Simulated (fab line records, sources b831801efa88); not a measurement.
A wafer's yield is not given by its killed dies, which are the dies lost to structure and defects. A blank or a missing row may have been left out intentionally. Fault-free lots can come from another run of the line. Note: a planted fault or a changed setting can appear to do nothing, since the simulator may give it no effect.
A lot that was struck, set against a sound lot	flow sky130	23 out of 708 route steps
Sound: wafers L105.1, L105.3, L105.6. Struck: wafers L999.1, L999.2, L999.4. Last of all comes the cause.
Per side, at each step with rows, come the tool, then ch with its chambers, and then its first start. Under that, the readings that differ: sound wafers	struck wafers	difference of the means	sigmas: that difference in standard deviations of wafers without a fault.
alike: readings with means less than 2 such deviations apart, plus words and numbers identical on both sides. not compared: withheld readings, readings lacking a value on some wafer, bounds such as >300 that could conceal the same value, and numbers that have no deviation in the record and whose values overlap.
A row with sigmas, a row that says differs or no value, or rows on one side alone: a step with any of these is where the two part. Non-overlapping numbers with no deviation appear without sigmas and do not part them. A reading that every wafer of one side lacks parts them only if that side has two wafers or more.

first, 1 step without rows for these wafers: SKY_POLY_GATE_OXIDATION_20 (stabilise 600 s, purge 300 s, target thk 4 nm).
SKY_POLY_GATE_THK_MEAS_21:
  sound: film-metro-03 at day 20 21:33; struck: film-metro-02 at day 19 10:59
  alike: POLY_GATE_OXIDATION_THK
SKY_POLY_GATE_CD_MEAS_22:
  sound: cd-sem-01 at day 20 21:37; struck: cd-sem-02 at day 19 11:02
  alike: cd-nm
then, 7 steps without rows for these wafers: SKY_LDD_N_DEHYDRATE_00 (time 60 s); SKY_LDD_N_HMDS_01 (prime time 60 s); SKY_LDD_N_COAT_02 (resist thk 300 nm); SKY_LDD_N_SOFTBAKE_03 (time 60 s); SKY_LDD_N_EXPOSE_04 (exposes mask NTM, target cd 840 nm); SKY_LDD_N_PEB_05; SKY_LDD_N_DEVELOP_06 (develop time 60 s).
SKY_LDD_N_OVL_MEAS_07:
  sound: overlay-01 at day 22 03:38; struck: overlay-02 at day 20 17:44
  alike: LDD_N_OVL
then, 1 step without rows for these wafers: SKY_LDD_N_IMPLANT_08.
SKY_LDD_N_IMPLANT_09:
  sound on implanter-04 ch 0, day 22 03:49; struck on implanter-01 ch 0, day 20 18:14
then, 6 steps without rows for these wafers: SKY_LDD_N_IMPLANT_10; SKY_LDD_N_IMPLANT_11; SKY_LDD_N_IMPLANT_12; SKY_LDD_N_IMPLANT_13; SKY_LDD_N_IMPLANT_14; SKY_LDD_N_IMPLANT_15.
SKY_LDD_N_STRIP_16: strips in O2/N2.
  sound on plasma-asher-02 ch 0,1, day 22 04:52; struck on plasma-asher-02 ch 0,1, day 20 19:17
reading	sound	struck	difference	sigmas
strip-time-to-endpoint-s (s)	4.302 4.303 4.313	4.526 4.532 4.535	+0.225	+16
  alike: drypump-motor-current-A, oes-product-au
  not compared: rf-hours-counter-h
SKY_LDD_N_TW_MEAS_17:
  sound: film-metro-04 at day 22 04:58; struck: film-metro-04 at day 20 19:25
reading	sound	struck	difference	sigmas
LDD_N_TW	2601 2588 2599	2724 2735 2742	+138	+9
then, 1 step without rows for these wafers: SKY_LDD_P_DEHYDRATE_00 (time 60 s).
-- here the record skips 27 days between the struck wafers' starts before and after, leaving off in module LDD_P and picking up in module PAD_OPEN (first step shown: number 708 of the route) --
SKY_PAD_OPEN_PROBE_99:
  sound: prober-01 at day 48 11:34; struck: prober-01 at day 47 23:11
reading	sound	struck	difference	sigmas
killed-at-contacts	16 15 14	28 25 34	+14	+2
model.etest.tip-n.rs-ohm-sq	445.9 441.6 439.4	383.8 384.5 383.8	-58.3	
model.etest.nfet_01v8.r-on-ohm-um	855.6 860.9 843.3	822.1 810.3 836.6	-30.3	
model.etest.nfet_01v8_swapped.vt-sat-v (V)	0.6677 0.66 0.6575	0.6378 0.625 0.6439	-0.0262	
  alike: killed_at_M0_to_M3, killed_at_M4_up, killed-at-front-end, killed-at-other, killed-dies, killed-open, killed-short

== WHERE THEY PART ==
Last at SKY_PAD_OPEN_PROBE_99 as far as this record goes, first at SKY_LDD_N_STRIP_16.

WHY: what had been put in by the simulator
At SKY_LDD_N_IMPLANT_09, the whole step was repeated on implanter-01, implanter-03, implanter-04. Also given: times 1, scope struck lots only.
